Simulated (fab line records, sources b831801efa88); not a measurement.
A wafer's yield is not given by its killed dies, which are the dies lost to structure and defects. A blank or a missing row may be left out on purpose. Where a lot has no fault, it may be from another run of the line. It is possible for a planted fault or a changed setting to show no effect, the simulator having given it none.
What tool caused it?    flow sky130    12 lots, 35 wafers sampled, at 5 steps of a route of 708

## WHAT THE GAUGES SHOWED, per wafer
No reading from a measuring or inspecting step in the record can be judged against a usual standard deviation.

## TOOL THAT RAN EACH LOT (tool first, then ch and the chambers of the sampled wafers, then the start)
lot   SKY_VIA3_SPUTTER_20          SKY_METAL4_ETCH_16                SKY_VIA4_SOFTBAKE_07              SKY_METAL5_SPUTTER_02        SKY_PAD_OPEN_PROBE_99
L108  pvdSputter-03, day 41 07:49  rieMetal-03 ch 0,1, day 43 08:01  lithoTrack-03 ch 0, day 43 20:18  pvdSputter-04, day 44 09:07  prober-01, day 47 03:16
L109  pvdSputter-04, day 41 12:58  rieMetal-03 ch 0,1, day 43 12:47  lithoTrack-02 ch 0, day 44 01:08  pvdSputter-03, day 44 13:54  prober-02, day 47 09:29
L110  pvdSputter-03, day 41 19:59  rieMetal-01 ch 0, day 43 20:42    lithoTrack-02 ch 0, day 44 09:41  pvdSputter-04, day 44 21:58  prober-01, day 47 15:46
L112  pvdSputter-03, day 42 10:59  rieMetal-03 ch 0,1, day 44 10:21  lithoTrack-03 ch 0, day 44 21:55  pvdSputter-04, day 45 10:13  prober-01, day 48 01:41
L113  pvdSputter-03, day 42 18:09  rieMetal-03 ch 0,1, day 44 16:41  lithoTrack-03 ch 0, day 45 04:37  pvdSputter-03, day 45 16:38  prober-02, day 48 08:46
L115  pvdSputter-02, day 43 07:47  rieMetal-03 ch 0,1, day 45 05:19  lithoTrack-02 ch 0, day 45 17:29  pvdSputter-04, day 46 05:39  prober-01, day 48 18:45
L120  pvdSputter-03, day 44 14:41  rieMetal-03 ch 0, day 46 11:44    lithoTrack-02 ch 0, day 46 22:44  pvdSputter-02, day 47 10:49  prober-01, day 49 20:58
L122  pvdSputter-04, day 44 23:19  rieMetal-02 ch 1, day 46 19:40    lithoTrack-02 ch 0, day 47 07:49  pvdSputter-02, day 47 19:27  prober-01, day 50 04:44
L123  pvdSputter-03, day 45 10:38  rieMetal-01 ch 0,1, day 47 05:25  lithoTrack-03 ch 0, day 47 16:37  pvdSputter-04, day 48 03:49  prober-02, day 50 10:34
L124  pvdSputter-02, day 45 15:01  rieMetal-03 ch 0, day 47 09:56    lithoTrack-01 ch 0, day 47 21:36  pvdSputter-04, day 48 09:07  prober-01, day 50 15:17
L125  pvdSputter-03, day 45 15:46  rieMetal-03 ch 0,1, day 47 10:31  lithoTrack-03 ch 0, day 47 21:39  pvdSputter-02, day 48 09:12  prober-02, day 50 16:15
L126  pvdSputter-03, day 45 23:02  rieMetal-01 ch 0,1, day 47 17:32  lithoTrack-03 ch 0, day 48 04:48  pvdSputter-02, day 48 15:12  prober-01, day 50 20:32
- SKY_VIA3_SPUTTER_20: material TiN, target thk 20 nm, time 80 s.
- SKY_METAL4_ETCH_16: etches BARC in N2/H2, stops on SiO2, time 88.2 s, target depth 60 nm.
- SKY_VIA4_SOFTBAKE_07: time 60 s.
- SKY_METAL5_SPUTTER_02: material AlCu, target thk 1150 nm, time 61.2 s.
- SKY_PAD_OPEN_PROBE_99

## WHAT THE TOOLS THEMSELVES READ (means of the sampled wafers that have a number; where no wafer has one, the mark that the record gives instead)
SKY_VIA3_SPUTTER_20.
lot   tool           chamberPressurePa (Pa)  throttleValvePct (%)
L108  pvdSputter-03  5.000                   31.0
L109  pvdSputter-04  5.004                   30.0
L110  pvdSputter-03  4.992                   31.3
L112  pvdSputter-03  4.996                   30.4
L113  pvdSputter-03  5.009                   30.2
L115  pvdSputter-02  5.014                   30.7
L120  pvdSputter-03  4.991                   31.8
L122  pvdSputter-04  4.991                   30.3
L123  pvdSputter-03  4.999                   30.7
L124  pvdSputter-02  4.993                   30.2
L125  pvdSputter-03  5.007                   30.5
L126  pvdSputter-03  4.999                   31.3

SKY_METAL4_ETCH_16.
lot   tool         drypumpMotorCurrentA (A)  heBacksideLeakSccm (sccm)  oesProductAu (a.u.)  throttleValvePct (%)
L108  rieMetal-03  5.3                       3.35                       0.627                13.208
L109  rieMetal-03  5.3                       3.42                       0.622                13.201
L110  rieMetal-01  6.2                       3.43                       0.626                13.204
L112  rieMetal-03  5.3                       3.84                       0.623                13.204
L113  rieMetal-03  5.1                       3.75                       0.623                13.208
L115  rieMetal-03  5.3                       3.39                       0.631                13.211
L120  rieMetal-03  4.9                       3.67                       0.627                13.197
L122  rieMetal-02  6.3                       3.54                       0.622                13.204
L123  rieMetal-01  5.5                       3.42                       0.631                13.205
L124  rieMetal-03  4.9                       3.53                       0.626                13.195
L125  rieMetal-03  5.1                       3.43                       0.626                13.210
L126  rieMetal-01  5.8                       3.41                       0.628                13.209

SKY_VIA4_SOFTBAKE_07.
lot   tool           exhaustPa (Pa)  resistLineTempC (C)  runLengthS (s)
L108  lithoTrack-03  44.7            22.87                89.2
L109  lithoTrack-02  45.0            22.87                89.4
L110  lithoTrack-02  44.3            23.01                89.3
L112  lithoTrack-03  45.3            23.00                89.3
L113  lithoTrack-03  45.0            23.13                89.3
L115  lithoTrack-02  43.8            22.97                89.4
L120  lithoTrack-02  45.1            22.92                91.5
L122  lithoTrack-02  45.7            23.15                90.8
L123  lithoTrack-03  45.1            23.07                89.3
L124  lithoTrack-01  45.9            22.97                88.7
L125  lithoTrack-03  44.2            23.03                89.3
L126  lithoTrack-03  44.3            22.89                89.2

SKY_METAL5_SPUTTER_02.
lot   tool           chamberPressurePa (Pa)  throttleValvePct (%)
L108  pvdSputter-04  0.4002                  30.4
L109  pvdSputter-03  0.3994                  31.0
L110  pvdSputter-04  0.3999                  29.5
L112  pvdSputter-04  0.4001                  30.3
L113  pvdSputter-03  0.3994                  30.2
L115  pvdSputter-04  0.4000                  29.9
L120  pvdSputter-02  0.3999                  30.5
L122  pvdSputter-02  0.4002                  30.6
L123  pvdSputter-04  0.4006                  29.9
L124  pvdSputter-04  0.3992                  29.8
L125  pvdSputter-02  0.4001                  30.4
L126  pvdSputter-02  0.3994                  30.6

SKY_PAD_OPEN_PROBE_99.
lot   tool       defectLimitedYield (%)  killed_at_M0_to_M3  killed_at_M4_up  killedAtContacts  killedAtFrontEnd  killedAtOther  killedDies  killedOnRim  killedOpen  killedShort  sort_bin_3_pad_short (%)  sort_bin_5_function (%)  sort_bin_6_memory (%)  sortNPass  sortYieldPct (%)
L108  prober-01  81.0                    45                  3.7              27                17                0.3            93          21           50          43           1.1                       10.7                     7.2                    399        81.0
L109  prober-02  83.4                    39                  5.0              23                15                0.0            82          14           43          39           0.9                       10.4                     5.4                    410        83.4
L110  prober-01  80.2                    46                  3.3              24                24                0.3            98          18           54          43           0.7                       12.3                     6.8                    394        80.2
L112  prober-01  82.5                    43                  3.7              22                17                0.0            86          18           44          42           0.9                       10.0                     6.6                    406        82.5
L113  prober-02  83.4                    40                  2.0              21                19                0.3            82          13           46          35           0.9                       9.4                      6.3                    410        83.4
L115  prober-01  82.7                    40                  3.7              23                18                0.0            85          16           46          39           1.0                       11.0                     5.3                    407        82.7
L120  prober-01  83.2                    36                  4.5              28                16                0.0            83          20           50          32           0.7                       10.6                     5.6                    409        83.2
L122  prober-01  83.4                    41                  4.0              26                10                0.0            82          14           47          35           0.9                       10.1                     5.6                    410        83.4
L123  prober-02  84.0                    46                  2.7              16                14                0.0            79          15           42          37           0.5                       8.8                      6.7                    413        84.0
L124  prober-01  81.8                    44                  3.0              26                17                0.3            90          18           53          37           0.7                       10.4                     7.1                    402        81.8
L125  prober-02  81.1                    47                  2.0              29                15                0.0            93          17           47          46           1.1                       10.2                     7.6                    399        81.1
L126  prober-01  80.8                    51                  4.7              25                13                0.7            94          16           52          42           0.5                       11.5                     7.2                    398        80.8

## THE ANSWER, worked out from the rows above alone
Rule: usual is defined by the lots themselves. The widest of any qualifying gaps counts: lots, ordered by their means at a reading, are off when they make up no more than a third of the lots, leave a main group of 4 or more, and stand apart from it by 3 or more times the standard deviation of that group's means. A main group whose means are all the same, to the digits that the tables above print for the reading, isn't used. Also off: a lot with no number at a reading for which 4 or more lots have one. Any other lot the step has rows for is counted as sound. The gauges are gone through in route order, then the tools' own readings, and for those a lot's mean is taken as printed above. The first step at which some lot is off is used, and at that step the reading that is off furthest; a lot without a number counts as furthest.
Off: L120, L122, at SKY_VIA4_SOFTBAKE_07 (runLengthS). For the main group the mean is 89.2 s and the standard deviation 0.19.
A tool fits if, at that step or a process step before it, it ran every lot that is off, and no sound lot after the first of them. One fits: lithoTrack-02 at SKY_VIA4_SOFTBAKE_07. A fault onset in the window from L115 (day 45 17:29, its last sound lot) to L120 (day 46 22:44, its first lot off) fits.
On the lots that are off, the tool's own readings at SKY_VIA4_SOFTBAKE_07 differ by more than 5 times the standard deviation of the sound lots' means, which bears it out; runLengthS reads 91.2 s there versus 89.2 s on the sound lots.

## WHAT WAS PUT IN BY THE SIMULATOR
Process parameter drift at SKY_VIA4_SOFTBAKE_07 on lithoTrack-02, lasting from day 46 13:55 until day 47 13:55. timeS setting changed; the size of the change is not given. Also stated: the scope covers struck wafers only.
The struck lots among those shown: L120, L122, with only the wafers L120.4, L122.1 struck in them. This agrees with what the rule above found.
